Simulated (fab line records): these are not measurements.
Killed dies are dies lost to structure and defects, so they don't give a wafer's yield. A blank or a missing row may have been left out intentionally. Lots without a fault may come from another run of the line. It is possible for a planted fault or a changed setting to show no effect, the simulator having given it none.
Split-lot study ; flow gf180mcu ; 23 wafers read from 5 lots, route of 602 steps

THE SPLIT
At GF_V4_CMP_04 (polishes SiO2), the setting leave above ref nm was moved away from the recipe's 632.5 nm on 8 of the 23 wafers read, by -3.7% to +3.1%. For the rest of the wafers, this setting stayed at what the recipe calls for.

FROM THE SPLIT TO THE READING: what the file shows between them, 5 steps
- GF_V4_EXPOSE_11: exposes mask Via4, target cd 260 nm (also split here: dose mj)
- GF_V4_PEB_12: peb time 90 s
- GF_V4_DEVELOP_13: develop time 58.91 s
- GF_V4_CD_MEAS_14: target cd 260 nm
- GF_V4_ETCH_16: etches BARC in N2/H2

THE READING
V4.feature depth nm (the simulator's own value, which no gauge read), in nm, at GF_V4_ETCH_17 (etches SiO2 in C4F8/O2/Ar, stops on TiN, target depth 630 nm). The file does not state a usual value for it. Average 632.8 nm, standard deviation 0.7 nm, over the 15 wafers here run with the recipe.

wafer;tool, chamber at the split;leave above ref nm as run, nm;against the recipe;V4.feature depth nm, nm;against lot-mates on the recipe
L074.1;cmp-02, 1;632.5;recipe;633.4;-
L074.2;cmp-02, 3;652;+3.1%;652.7;+19.2
L074.3;cmp-02, 2;632.5;recipe;634.2;-
L074.4;cmp-02, 0;632.5;recipe;632.9;-
L074.6;cmp-02, 2;652;+3.1%;652.4;+18.9
L076.1;cmp-01, 0;632.5;recipe;634.2;-
L076.2;cmp-01, 1;632.5;recipe;632.4;-
L076.4;cmp-01, 3;609.2;-3.7%;609.3;-24.0
L076.5;cmp-01, 1;609.2;-3.7%;609.8;-23.5
L076.6;cmp-01, 0;609.2;-3.7%;609.6;-23.7
L077.1;cmp-02, 1;632.5;recipe;632.3;-
L077.5;cmp-02, 1;632.5;recipe;632.6;-
L077.6;cmp-02, 0;632.5;recipe;632.7;-
L078.1;cmp-01, 3,0;632.5;recipe;632.1;-
L078.4;cmp-01, 3,0;632.5;recipe;632.1;-
L078.2;cmp-01, 1;632.5;recipe;632.8;-
L078.5;cmp-01, 3;632.5;recipe;633;-
L078.6;cmp-01, 2;632.5;recipe;632.2;-
L080.2;cmp-01, 3;612.9;-3.1%;613.8;-18.6
L080.3;cmp-01, 1;612.9;-3.1%;612.1;-20.3
L080.4;cmp-01, 2;632.5;recipe;631.7;-
L080.5;cmp-01, 3;632.5;recipe;633.1;-
L080.6;cmp-01, 2;612.9;-3.1%;613.7;-18.7
The file does not say which wafer passed through which chamber wherever a row lists several chambers: such a row stands for several wafers.

FIT RESULTS
A straight line over all 23 wafers: V4.feature depth nm changes by +6.34 nm for each +1% of leave above ref nm; r = +1.00; the points scatter about the line by 0.67 nm.
The same after taking each lot's own level away (the mean of its wafers on the recipe; 23 wafers): +6.3 nm for each +1%; r = +1.00; scatter 0.6 nm.
The reading moves by 23 nm for the largest change in leave above ref nm, on that fit.
The lots' own levels span 632.40 to 633.50 nm, that is 1.6 times the standard deviation above.
Consequently the slope shifts little with the lot-to-lot level, the two slopes agreeing.
Check: for one of the wafers moved furthest among these (-3.7%), held out of the fit, the line's prediction against its lot-mates is -23.1 nm. Against them it came out at -24 nm.

FURTHER SPLITS ON THESE WAFERS
These wafers also went through other splits before the reading. Each is held against what the fit with the lots' levels taken away leaves over:
other split on the same wafers;wafers away from the commonest value;r with V4.feature depth nm (lot level and that fit taken away)
GF_V3_PEB_12 peb time s;11;+0.36
GF_V3_CMP_26 t overpolish s;8;+0.00
GF_M4_SPUTTER_04 time s;9;+0.15
GF_M4_EXPOSE_11 dose mj;7;+0.09
GF_V4_EXPOSE_11 dose mj;10;+0.28

THE WHOLE CHAIN: every reading that the file lists as answering this split, in the file's order
step;what it does;reading;change (the file's fit);r (the file's)
GF_V4_CMP_04;polishes SiO2;SiO2_of_V4_CVD_02.thk nm (the simulator's own value, which no gauge read);+6.3 nm for each +1% of the setting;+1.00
GF_V4_ETCH_17;etches SiO2 in C4F8/O2/Ar, stops on TiN, target depth 630 nm;V4.feature depth nm (the simulator's own value, which no gauge read);+6.3 nm for each +1% of the setting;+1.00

FILE'S OWN FIT
V4.feature depth nm changes by +6.3 nm for each +1% of leave above ref nm, r = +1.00.
